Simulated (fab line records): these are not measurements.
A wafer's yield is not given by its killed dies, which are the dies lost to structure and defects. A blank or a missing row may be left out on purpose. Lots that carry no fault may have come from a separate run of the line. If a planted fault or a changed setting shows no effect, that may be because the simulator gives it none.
fab line records | flow sky130
[record] lots = 11 | wafers = 33 | last-day = 50
route steps=708 shown LI_CONTACT@386 LOCAL_INTERCONNECT@400 CONTACT@406 PAD_OPEN@708
lots that met no fault: taken from a fault-free run of the same line
start-h: the number of hours between the record's first day and the start of the first shown wafer of the lot | wait-h: hours from the lot's prior step to this one | " the same as in the row above | L1.1+2: a single row standing in for several wafers | - value missing, or start not given | * or withheld: withheld | < > ~ a bound
route shown NAME@n: names a module that has steps shown in the file, with the first one's number in the route | usual: the fault-free wafers' mean and standard deviation | same: alike in all rows | chamber/n: place in a boat | sites: the reading at each site | _std_site: standard deviation across them | _edge_site: mean of outer sites minus mean of inner sites | radius-mm: how far each site lies from the wafer's centre | mask NAME#n: copy n | behind: the most recent tool/chamber to have shaped the wafer | hold: reason for holding the lot/hours on hold/outcome of the hold | device: the transistor (n, p or np) that didn't switch | end of line: tests of these same wafers at the route's end | for a step that has no rows: nothing shown but its recipe | killed: dies lost to structure and defects at the first sort, not the wafer's yield | map: per-die view of a wafer (x killed, . not killed, _ where there is no die)
set.NAME: the setting that was run; set.NAME@STEP: the one run at that earlier step | model.NAME: the simulator's own value behind a step, which no gauge read
steps of the route over a sample of lots; a table a step, a row a wafer
services: when a tool's chamber went out of use (start-h, in hours from the record's first day, below 0 if earlier), for how many hours, and the reason
[[steps]]
[step SKY_LI_CONTACT_CMP_24]
[recipe] stop-on = PSG | t-overpolish-s = 20 | down-force-psi = 3.5 | platen-rpm = 60 | target-thk-nm = 0 | pad-velocity-m-s = 0.94248
[usual] motor-current-A = 11.0/1 | overpolish-run-s = 19.999/0.0089 | time-to-endpoint-s = 98/4.2
[same] t-overpolish-s = 20
lot.wafer | tool   | chamber | start-h | wait-h | motor-current-A | overpolish-run-s | time-to-endpoint-s
L163.4    | cmp-01 | 1       | 674.96  | 0.0    | 11.7            | 19.997           | 98
L163.2    | "      | 3       | "       | "      | 10.8            | 20.003           | 98
L163.6    | "      | 2       | "       | "      | 10.7            | 20.008           | 95
L165.3    | cmp-02 | 3       | 695.56  | 0.0    | 12.0            | 19.992           | 97
L165.4    | "      | 2       | "       | "      | 10.1            | 20.007           | 95
L165.6    | "      | 3       | "       | "      | 12.3            | 20.003           | 96
L166.3    | cmp-01 | 2       | 709.71  | 0.1    | 11.2            | 20.009           | 96
L166.2    | "      | 3       | "       | "      | 10.0            | 19.999           | 97
L166.6    | "      | 1       | "       | "      | 11.3            | 19.989           | 102
L168.3    | cmp-02 | 3       | 721.10  | 0.0    | 12.3            | 19.996           | 101
L168.1    | "      | 1       | "       | "      | 9.4             | 20.005           | 102
L168.2    | "      | 2       | "       | "      | 9.8             | 20.001           | 97
L169.3    | cmp-01 | 2       | 734.86  | 0.0    | 10.9            | 20.004           | 97
L169.4    | "      | 3       | "       | "      | 11.0            | 19.995           | 101
L169.5    | "      | 2       | "       | "      | 11.2            | 19.984           | 98
L171.4    | cmp-01 | 0       | 760.97  | 0.1    | 11.1            | 19.993           | 100
L171.1    | "      | 1       | "       | "      | 11.8            | 19.994           | 100
L171.5    | "      | 0       | "       | "      | 11.1            | 19.993           | 102
L173.1    | cmp-01 | 2       | 784.73  | 0.1    | 11.4            | 19.989           | 91
L173.2    | "      | 0       | "       | "      | 10.9            | 19.994           | 96
L173.5    | "      | 2       | "       | "      | 11.7            | 19.991           | 91
L177.4    | cmp-02 | 3       | 793.96  | 0.1    | 12.2            | 20.015           | 106
L177.3    | "      | 0       | "       | "      | 12.5            | 20.016           | 96
L177.5    | "      | 2       | "       | "      | 9.8             | 19.987           | 97
L180.1    | cmp-01 | 0       | 819.13  | 0.1    | 10.6            | 19.994           | 99
L180.5    | "      | 3       | "       | "      | 10.5            | 19.986           | 93
L180.6    | "      | 0       | "       | "      | 10.5            | 20.008           | 99
L183.2    | cmp-02 | 2       | 832.60  | 0.0    | 10.4            | 20.002           | 99
L183.4    | "      | 0       | "       | "      | 12.8            | 19.987           | 94
L183.6    | "      | 3       | "       | "      | 12.2            | 19.997           | 97
L186.4    | cmp-01 | 1       | 871.39  | 0.0    | 11.3            | 19.995           | 103
L186.1    | "      | 2       | "       | "      | 11.0            | 20.006           | 96
L186.3    | "      | 0       | "       | "      | 10.3            | 19.990           | 102
[step SKY_LOCAL_INTERCONNECT_ETCH_13]
[recipe] chemistry = N2/H2 | target = BARC | ion-energy-ev = 200 | bias-w = 100 | pressure-mtorr = 30 | n2-flow-sccm = 100 | h2-flow-sccm = 200 | icp-w = 500 | stop-on = SiO2 | time-s = 45.9 | target-depth-a = 600
[usual] drypump-motor-current-A = 6.0/0.49 | oes-product-au = 0.854/0.0045 | throttle-valve-pct = 13.224/0.0085
lot.wafer | tool         | chamber | start-h | wait-h | drypump-motor-current-A | oes-product-au | rf-hours-counter-h | throttle-valve-pct
L163.2    | rie-metal-01 | 1       | 703.52  | 0.0    | 6.4                     | 0.856          | 4.5                | 13.221
L163.4    | "            | 0       | "       | "      | 6.2                     | 0.859          | -                  | 13.218
L163.6    | "            | 1       | "       | "      | 6.4                     | 0.856          | -                  | 13.241
L165.3    | rie-metal-01 | 0       | 723.41  | 0.0    | 6.2                     | 0.858          | -                  | 13.232
L165.4    | "            | 1       | "       | "      | 6.4                     | 0.857          | -                  | 13.204
L165.6    | "            | 1       | "       | "      | 6.4                     | 0.863          | -                  | 13.226
L166.2    | rie-metal-01 | 0       | 738.02  | 0.0    | 6.2                     | 0.849          | 9.0                | 13.227
L166.3    | "            | 0       | "       | "      | 6.2                     | 0.856          | -                  | 13.222
L166.6    | "            | 1       | "       | "      | 6.4                     | 0.849          | -                  | 13.208
L168.1    | rie-metal-03 | 1       | 748.57  | 0.0    | 5.3                     | 0.854          | 7.8                | 13.216
L168.2    | "            | 0       | "       | "      | 6.5                     | 0.857          | 5.4                | 13.215
L168.3    | "            | 0       | "       | "      | 6.5                     | 0.843          | -                  | 13.216
L169.3    | rie-metal-01 | 1       | 761.75  | 0.0    | 6.4                     | 0.856          | -                  | 13.215
L169.4    | "            | 0       | "       | "      | 6.2                     | 0.860          | -                  | 13.229
L169.5    | "            | 1       | "       | "      | 6.4                     | 0.859          | -                  | 13.222
L171.1    | rie-metal-01 | 1       | 788.22  | 0.0    | 6.4                     | 0.856          | 7.3                | 13.233
L171.4    | "            | 1       | "       | "      | 6.4                     | 0.854          | -                  | 13.220
L171.5    | "            | 0       | "       | "      | 6.2                     | 0.861          | -                  | 13.224
L173.1    | rie-metal-01 | 1       | 812.26  | 0.0    | 6.4                     | 0.857          | 7.9                | 13.229
L173.2    | "            | 0       | "       | "      | 6.2                     | 0.859          | 11.5               | 13.220
L173.5    | "            | 0       | "       | "      | 6.2                     | 0.854          | -                  | 13.224
L177.3    | rie-metal-03 | 0       | 821.08  | 0.0    | 6.5                     | 0.846          | -                  | 13.229
L177.4    | "            | 1       | "       | "      | 5.3                     | 0.856          | -                  | 13.236
L177.5    | "            | 0       | "       | "      | 6.5                     | 0.854          | -                  | 13.216
L180.1    | rie-metal-04 | 0       | 845.06  | 0.0    | 5.7                     | 0.853          | 10.2               | 13.225
L180.5    | "            | 0       | "       | "      | 5.7                     | 0.858          | -                  | 13.234
L180.6    | "            | 1       | "       | "      | 5.1                     | 0.855          | -                  | 13.237
L183.2    | rie-metal-04 | 1       | 858.89  | 0.0    | 5.1                     | 0.851          | 3.9                | 13.224
L183.4    | "            | 0       | "       | "      | 5.7                     | 0.854          | -                  | 13.230
L183.6    | "            | 0       | "       | "      | 5.7                     | 0.855          | -                  | 13.219
L186.1    | rie-metal-03 | 1       | 897.81  | 0.0    | 5.4                     | 0.852          | 13.5               | 13.217
L186.3    | "            | 1       | "       | "      | 5.4                     | 0.860          | -                  | 13.220
L186.4    | "            | 0       | "       | "      | 6.5                     | 0.854          | -                  | 13.232
[step SKY_LOCAL_INTERCONNECT_STRIP_15]
[recipe] chemistry = O2/N2 | power-w = 1400 | pressure-mtorr = 1500 | platen-temp-c = withheld | o2-flow-sccm = 3000 | n2-flow-sccm = 300 | overash-fraction = 0.5
[usual] drypump-motor-current-A = 5.8/0.42 | oes-product-au = 0.427/0.0043 | strip-time-to-endpoint-s = 4.725/0.022
lot.wafer | tool            | chamber | start-h | wait-h | drypump-motor-current-A | oes-product-au | rf-hours-counter-h | strip-time-to-endpoint-s
L163.2    | plasma-asher-01 | 1       | 703.64  | 0.0    | 5.1                     | 0.423          | 62                 | 4.746
L163.4    | "               | 0       | "       | "      | 6.2                     | 0.421          | -                  | 4.757
L163.6    | "               | 0       | "       | "      | 6.2                     | 0.429          | -                  | 4.752
L165.3    | plasma-asher-01 | 0       | 723.54  | 0.1    | 6.2                     | 0.432          | -                  | 4.735
L165.4    | "               | 1       | "       | "      | 5.1                     | 0.434          | -                  | 4.727
L165.6    | "               | 1       | "       | "      | 5.1                     | 0.424          | -                  | 4.747
L166.2    | plasma-asher-02 | 0       | 738.14  | 0.0    | 5.5                     | 0.428          | 90                 | 4.744
L166.3    | "               | 0       | "       | "      | 5.6                     | 0.427          | -                  | 4.736
L166.6    | "               | 0       | "       | "      | 5.6                     | 0.429          | -                  | 4.741
L168.1    | plasma-asher-01 | 0       | 748.69  | 0.0    | 6.1                     | 0.424          | 66                 | 4.715
L168.2    | "               | 1       | "       | "      | 5.1                     | 0.425          | 66                 | 4.724
L168.3    | "               | 0       | "       | "      | 6.1                     | 0.422          | -                  | 4.731
L169.3    | plasma-asher-04 | 1       | 761.87  | 0.1    | 6.2                     | 0.424          | -                  | 4.719
L169.4    | "               | 0       | "       | "      | 6.0                     | 0.431          | -                  | 4.731
L169.5    | "               | 0       | "       | "      | 6.0                     | 0.425          | -                  | 4.718
L171.1    | plasma-asher-04 | 0       | 788.34  | 0.0    | 6.1                     | 0.424          | 27                 | 4.744
L171.4    | "               | 1       | "       | "      | 6.2                     | 0.434          | -                  | 4.763
L171.5    | "               | 0       | "       | "      | 6.0                     | 0.423          | -                  | 4.765
L173.1    | plasma-asher-02 | 1       | 812.38  | 0.0    | 6.2                     | 0.428          | 97                 | 4.716
L173.2    | "               | 0       | "       | "      | 5.5                     | 0.430          | 97                 | 4.736
L173.5    | "               | 1       | "       | "      | 6.2                     | 0.426          | -                  | 4.757
L177.3    | plasma-asher-01 | 0       | 821.21  | 0.1    | 6.1                     | 0.435          | -                  | 4.714
L177.4    | "               | 1       | "       | "      | 5.1                     | 0.426          | -                  | 4.730
L177.5    | "               | 0       | "       | "      | 6.2                     | 0.428          | -                  | 4.721
L180.1    | plasma-asher-01 | 1       | 845.18  | 0.0    | 5.1                     | 0.429          | 76                 | 4.747
L180.5    | "               | 0       | "       | "      | 6.2                     | 0.434          | -                  | 4.734
L180.6    | "               | 1       | "       | "      | 5.1                     | 0.434          | -                  | 4.693
L183.2    | plasma-asher-02 | 0       | 859.01  | 0.0    | 5.5                     | 0.429          | 102                | 4.703
L183.4    | "               | 1       | "       | "      | 6.2                     | 0.424          | -                  | 4.743
L183.6    | "               | 1       | "       | "      | 6.2                     | 0.424          | -                  | 4.732
L186.1    | plasma-asher-04 | 1       | 897.93  | 0.0    | 6.2                     | 0.419          | 38                 | 4.726
L186.3    | "               | 1       | "       | "      | 6.2                     | 0.425          | -                  | 4.700
L186.4    | "               | 0       | "       | "      | 6.0                     | 0.420          | -                  | 4.702
[step SKY_CONTACT_CVD_00]
[recipe] material = Si3N4 | target-thk-nm = 75 | temp-c = 400 | time-s = withheld | rf-w = 450
[usual] heater-power-outer-w = 428/64 | heater-power-w = 708/110
lot.wafer | tool     | chamber | start-h | wait-h | heater-power-outer-w | heater-power-w
L163.2    | pecvd-02 | 2       | 704.24  | 0.0    | 359                  | 620
L163.4    | "        | 0       | "       | "      | 455                  | 803
L163.6    | "        | 1       | "       | "      | 466                  | 749
L165.3    | pecvd-04 | 2       | 724.16  | 0.0    | 404                  | 690
L165.4    | "        | 0       | "       | "      | 480                  | 802
L165.6    | "        | 1       | "       | "      | 474                  | 756
L166.2    | pecvd-03 | 1       | 738.81  | 0.0    | 434                  | 684
L166.3    | "        | 2       | "       | "      | 478                  | 876
L166.6    | "        | 2       | "       | "      | 493                  | 861
L168.1    | pecvd-03 | 0       | 749.36  | 0.0    | 333                  | 515
L168.2    | "        | 2       | "       | "      | 433                  | 796
L168.3    | "        | 1       | "       | "      | 382                  | 612
L169.3    | pecvd-04 | 0       | 762.47  | 0.0    | 463                  | 787
L169.4    | "        | 1       | "       | "      | 462                  | 719
L169.5    | "        | 2       | "       | "      | 346                  | 647
L171.1    | pecvd-03 | 1       | 788.93  | 0.0    | -                    | -
L171.4    | "        | 0       | "       | "      | -                    | -
L171.5    | "        | 2       | "       | "      | -                    | -
L173.1    | pecvd-03 | 0       | 812.97  | 0.0    | -                    | -
L173.2    | "        | 1       | "       | "      | -                    | -
L173.5    | "        | 1       | "       | "      | -                    | -
L177.3    | pecvd-03 | 0       | 821.78  | 0.0    | 332                  | 516
L177.4    | "        | 1       | "       | "      | 432                  | 695
L177.5    | "        | 0       | "       | "      | 336                  | 517
L180.1    | pecvd-03 | 1       | 845.81  | 0.0    | 396                  | 627
L180.5    | "        | 0       | "       | "      | 329                  | 523
L180.6    | "        | 1       | "       | "      | 403                  | 644
L183.2    | pecvd-03 | 2       | 859.64  | 0.0    | 419                  | 771
L183.4    | "        | 0       | "       | "      | 307                  | 498
L183.6    | "        | 2       | "       | "      | 425                  | 764
L186.1    | pecvd-04 | 2       | 898.53  | 0.0    | 397                  | 719
L186.3    | "        | 1       | "       | "      | 519                  | 804
L186.4    | "        | 1       | "       | "      | 517                  | 800
[step SKY_CONTACT_ETCH_18]
[recipe] target = Si3N4 | chemistry = CHF3/O2 | stop-on = TiN | source-w = 600 | bias-w = 200 | pressure-mtorr = 40 | chf3-flow-sccm = 50 | O2_flow_sccm = 5 | time-s = 39 | target-depth-a = 750
[usual] chf3-flow-sccm = 50.02/0.15 | drypump-motor-current-A = 5.8/0.36 | oes-product-au = 0.853/0.0081 | throttle-valve-pct = 8.791/0.0086
lot.wafer | tool        | chamber | start-h | wait-h | chf3-flow-sccm | drypump-motor-current-A | oes-product-au | rf-hours-counter-h | throttle-valve-pct
L163.2    | rie-diel-03 | 1       | -       | -      | 50.19          | 5.4                     | 0.849          | 8                  | 8.791
L163.4    | "           | 3       | "       | "      | 49.84          | 6.3                     | 0.866          | 11                 | 8.793
L163.6    | "           | 1       | "       | "      | 50.07          | 5.4                     | 0.859          | -                  | 8.789
L165.3    | rie-diel-03 | 2       | -       | -      | 49.87          | 5.6                     | 0.843          | 11                 | 8.799
L165.4    | "           | 3       | "       | "      | 49.79          | 6.4                     | 0.846          | 11                 | 8.792
L165.6    | "           | 2       | "       | "      | 50.06          | 5.7                     | 0.864          | -                  | 8.779
L166.2    | rie-diel-01 | 3       | -       | -      | 50.05          | 6.0                     | 0.850          | 4                  | 8.783
L166.3    | "           | 2       | "       | "      | 50.33          | 5.6                     | 0.849          | 17                 | 8.787
L166.6    | "           | 0       | "       | "      | 49.88          | 6.1                     | 0.855          | -                  | 8.801
L168.1    | rie-diel-01 | 3       | -       | -      | 49.92          | 6.0                     | 0.856          | 4                  | 8.794
L168.2    | "           | 0       | "       | "      | 49.87          | 6.1                     | 0.850          | 23                 | 8.790
L168.3    | "           | 2       | "       | "      | 49.99          | 5.7                     | 0.848          | 17                 | 8.787
L169.3    | rie-diel-03 | 0       | -       | -      | 50.20          | 5.9                     | 0.853          | 12                 | 8.790
L169.4    | "           | 2       | "       | "      | 50.06          | 5.6                     | 0.867          | -                  | 8.784
L169.5    | "           | 3       | "       | "      | 50.00          | 6.3                     | 0.864          | -                  | 8.799
L171.1    | rie-diel-01 | 1       | -       | -      | 50.32          | 5.4                     | 0.374          | 6                  | 8.669
L171.4    | "           | 3       | "       | "      | 49.98          | 6.0                     | 0.377          | 5                  | 8.666
L171.5    | "           | 1       | "       | "      | 50.31          | 5.4                     | 0.373          | -                  | 8.665
L173.1    | rie-diel-03 | 3       | -       | -      | 49.82          | 6.4                     | 0.378          | 14                 | 8.681
L173.2    | "           | 0       | "       | "      | 50.21          | 5.9                     | 0.375          | 13                 | 8.670
L173.5    | "           | 3       | "       | "      | 49.98          | 6.4                     | 0.367          | -                  | 8.673
L177.3    | rie-diel-03 | 3       | -       | -      | 50.16          | 6.4                     | 0.866          | 15                 | 8.786
L177.4    | "           | 2       | "       | "      | 49.95          | 5.6                     | 0.864          | 15                 | 8.801
L177.5    | "           | 1       | "       | "      | 49.97          | 5.4                     | 0.864          | -                  | 8.792
L180.1    | rie-diel-01 | 3       | -       | -      | 49.95          | 6.0                     | 0.838          | 7                  | 8.794
L180.5    | "           | 0       | "       | "      | 49.87          | 6.1                     | 0.846          | -                  | 8.798
L180.6    | "           | 3       | "       | "      | 49.91          | 6.0                     | 0.851          | -                  | 8.785
L183.2    | rie-diel-01 | 3       | -       | -      | 50.06          | 6.0                     | 0.845          | 8                  | 8.805
L183.4    | "           | 0       | "       | "      | 49.97          | 6.1                     | 0.850          | 27                 | 8.787
L183.6    | "           | 0       | "       | "      | 50.15          | 6.1                     | 0.858          | -                  | 8.795
L186.1    | rie-diel-02 | 2       | -       | -      | 50.10          | 6.0                     | 0.846          | 13                 | 8.795
L186.3    | "           | 3       | "       | "      | 50.08          | 5.9                     | 0.853          | 11                 | 8.779
L186.4    | "           | 1       | "       | "      | 49.98          | 4.8                     | 0.861          | 7                  | 8.790
[step SKY_PAD_OPEN_PROBE_99]
[usual] killed_at_M0_to_M3 = 43/6.5 | killed_at_M4_up = 3/1.7 | killed-at-contacts = 25/5.1 | killed-at-front-end = 15/3.8 | killed-at-other = 0.2/0.45 | killed-dies = 86/8.8 | killed-on-rim = 17/4 | killed-open = 47/6.7 | killed-short = 39/6
[same] gross-dies = 492 | killed-at-back-side = 0
lot.wafer | tool      | chamber | start-h | wait-h | killed_at_M0_to_M3 | killed_at_M4_up | killed-at-contacts | killed-at-front-end | killed-at-other | killed-dies | killed-on-rim | killed-open | killed-short
L171.1    | prober-02 | -       | 1135.78 | 0.1    | 30                 | 1               | 450                | 11                  | 0               | 492         | 96            | 35          | 20
L171.4    | prober-02 | -       | 1135.93 | 0.2    | 40                 | 3               | 433                | 16                  | 0               | 492         | 96            | 41          | 33
L171.5    | prober-02 | -       | 1135.98 | 0.2    | 49                 | 2               | 425                | 15                  | 1               | 492         | 96            | 39          | 47
L173.1    | prober-01 | -       | 1154.99 | 0.1    | 48                 | 3               | 424                | 17                  | 0               | 492         | 96            | 62          | 35
L173.2    | prober-01 | -       | 1155.04 | 0.1    | 34                 | 6               | 433                | 18                  | 1               | 492         | 96            | 52          | 39
L173.5    | prober-01 | -       | 1155.19 | 0.2    | 46                 | 3               | 428                | 15                  | 0               | 492         | 96            | 40          | 45
L177.3    | prober-02 | -       | 1161.27 | 0.2    | 46                 | 2               | 24                 | 24                  | 0               | 96          | 12            | 50          | 46
L177.4    | prober-02 | -       | 1161.32 | 0.2    | 50                 | 4               | 23                 | 20                  | 0               | 97          | 32            | 53          | 44
L177.5    | prober-02 | -       | 1161.37 | 0.2    | 37                 | 4               | 21                 | 17                  | 1               | 80          | 19            | 39          | 41
L183.2    | prober-02 | -       | 1186.31 | 0.1    | 49                 | 7               | 24                 | 11                  | 1               | 92          | 26            | 56          | 36
L183.4    | prober-02 | -       | 1186.41 | 0.2    | 49                 | 5               | 21                 | 14                  | 1               | 90          | 19            | 56          | 34
L183.6    | prober-02 | -       | 1186.51 | 0.2    | 44                 | 4               | 28                 | 8                   | 0               | 84          | 16            | 38          | 46
// killed by level:class
L171.1 CONTACT:area-cvd=437 VIA3:geometric-particle:open=10 CONTACT:geometric-particle:open=6 LI_CONTACT:geometric-particle:open=5 VIA1:geometric-particle:open=5 FIELD_ISO:geometric-particle:short=4 VIA2:geometric-particle:open=4 POLY_GATE:geometric-particle:short=3
L171.4 CONTACT:area-cvd=418 VIA1:geometric-particle:open=10 VIA2:geometric-particle:open=6 FIELD_ISO:geometric-particle:short=5 CONTACT:geometric-particle:open=5 METAL2:geometric-particle:short=5 POLY_GATE:geometric-particle:open=4 CONTACT:geometric-particle:short=4
L171.5 CONTACT:area-cvd=406 VIA1:geometric-particle:open=9 CONTACT:geometric-particle:open=8 METAL1:geometric-particle:short=8 VIA3:geometric-particle:short=6 METAL2:geometric-particle:short=5 METAL3:geometric-particle:short=5 FIELD_ISO:geometric-particle:short=4
L173.1 CONTACT:area-cvd=395 CONTACT:geometric-particle:open=11 LI_CONTACT:geometric-particle:open=8 METAL1:geometric-particle:short=8 VIA1:geometric-particle:open=8 VIA3:geometric-particle:open=8 POLY_GATE:geometric-particle:open=7 VIA1:geometric-particle:short=6
L173.2 CONTACT:area-cvd=401 LI_CONTACT:geometric-particle:open=12 POLY_GATE:geometric-particle:open=6 VIA1:geometric-particle:open=6 CONTACT:geometric-particle:open=6 METAL4:geometric-particle:short=5 VIA2:geometric-particle:open=5 CONTACT:geometric-particle:short=5
L173.5 CONTACT:area-cvd=407 VIA1:geometric-particle:open=11 VIA2:geometric-particle:short=8 FIELD_ISO:geometric-particle:short=7 CONTACT:geometric-particle:open=6 VIA1:geometric-particle:short=6 LI_CONTACT:geometric-particle:open=5 VIA2:geometric-particle:open=5
L177.3 VIA3:geometric-particle:open=9 POLY_GATE:geometric-particle:open=8 VIA1:geometric-particle:open=8 CONTACT:geometric-particle:open=7 METAL2:geometric-particle:short=7 POLY_GATE:geometric-particle:short=6 LOCAL_INTERCONNECT:geometric-particle:short=5 VIA2:geometric-particle:open=5
L177.4 VIA1:geometric-particle:open=15 METAL2:geometric-particle:short=10 LI_CONTACT:geometric-particle:open=8 VIA3:geometric-particle:open=6 FIELD_ISO:geometric-particle:open=5 CONTACT:geometric-particle:short=5 POLY_GATE:geometric-particle:short=5 POLY_GATE:geometric-particle:open=5
L177.5 CONTACT:geometric-particle:open=8 VIA1:geometric-particle:open=7 LI_CONTACT:geometric-particle:open=7 METAL1:geometric-particle:short=7 METAL2:geometric-particle:short=5 POLY_GATE:geometric-particle:short=4 POLY_GATE:geometric-particle:open=4 METAL3:geometric-particle:short=4
L183.2 VIA1:geometric-particle:open=18 CONTACT:geometric-particle:open=10 LI_CONTACT:geometric-particle:open=6 METAL4:geometric-particle:short=6 LI_CONTACT:geometric-particle:short=5 VIA2:geometric-particle:open=5 VIA2:geometric-particle:short=5 VIA3:geometric-particle:open=4
L183.4 VIA1:geometric-particle:open=16 CONTACT:geometric-particle:open=9 POLY_GATE:geometric-particle:open=7 METAL2:geometric-particle:short=6 METAL1:geometric-particle:short=6 LI_CONTACT:geometric-particle:open=6 VIA2:geometric-particle:open=6 VIA3:geometric-particle:open=6
L183.6 VIA1:geometric-particle:open=11 CONTACT:geometric-particle:open=9 VIA2:geometric-particle:open=7 CONTACT:geometric-particle:short=7 VIA1:geometric-particle:short=7 LOCAL_INTERCONNECT:geometric-particle:short=5 METAL1:geometric-particle:short=5 LI_CONTACT:geometric-particle:short=4
[[services]]
tool            | chamber | start-h | hours | kind
rie-diel-03     | 3       | 652.85  | 4.7   | repair
rie-diel-03     | 1       | 663.54  | 7.1   | repair
cmp-01          | -       | 670.00  | 0.5   | repair
pecvd-03        | -       | 679.17  | 6.0   | pm
pecvd-03        | -       | 696.34  | 0.7   | repair
rie-diel-01     | 0       | 699.52  | 3.4   | repair
rie-diel-01     | 0       | 707.70  | 3.1   | repair
pecvd-03        | -       | 727.60  | 1.0   | repair
cmp-01          | -       | 744.00  | 4.0   | pm
cmp-02          | -       | 757.73  | 29.8  | repair
cmp-02          | -       | 758.33  | 2.1   | repair
rie-diel-01     | 1       | 774.52  | 15.0  | repair
rie-diel-03     | 1       | 786.96  | 38.7  | repair
cmp-01          | -       | 787.75  | 11.1  | pm
rie-metal-01    | 0       | 792.72  | 1.0   | repair
pecvd-03        | 2       | 805.66  | 16.7  | repair
plasma-asher-01 | -       | 806.90  | 3.8   | repair
rie-metal-01    | 1       | 818.78  | 4.2   | repair
plasma-asher-01 | -       | 827.13  | 2.8   | pm
pecvd-03        | 2       | 844.56  | 5.6   | repair
cmp-01          | -       | 869.91  | 0.9   | repair
rie-diel-03     | 1       | 884.60  | 5.5   | repair
rie-diel-03     | -       | 905.46  | 2.8   | pm
rie-diel-01     | 0       | 911.41  | 9.7   | repair
[[key]]
[first-sign] step = SKY_CONTACT_CVD_00 | reading = tool-record | direction = missing
[effect] step = SKY_CONTACT_ETCH_18 | reading = oes-product-au | direction = down | sigmas = 59 | usual = 0.853 | struck = 0.374
[effect] step = SKY_PAD_OPEN_PROBE_99 | reading = killed-at-contacts | direction = up | sigmas = 79 | usual = 25 | struck = 432
[more-kills-born-at] SKY_CONTACT_CVD_00@pecvd-03 = 2461
met-at SKY_CONTACT_CVD_00
struck-lots L171,L173
later-rows-left-out L171.1,L171.4,L171.5,L173.1,L173.2,L173.5
tester-left-out L171,L173
not-acting-at SKY_LI_CONTACT_CMP_24,SKY_LOCAL_INTERCONNECT_ETCH_13,SKY_LOCAL_INTERCONNECT_STRIP_15
onset-between 749.36 788.93
[fault] kind = skipped-step-whole | tool = pecvd-03 | chamber = - | onset-h = 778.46 | steps = SKY_CONTACT_CVD_00 | scope = struck-lots-only
// tester-left-out: of these lots the tester's yield and bins aren't shown, on N5 and GAA mostly nor the transistor test; their killed dies are dies lost to structure and defects alone, not to doping, threshold or leakage, so they don't give the yield
// later-rows-left-out: the simulator's readings of these wafers behind a module that went badly wrong aren't trusted and aren't shown, but for the sort
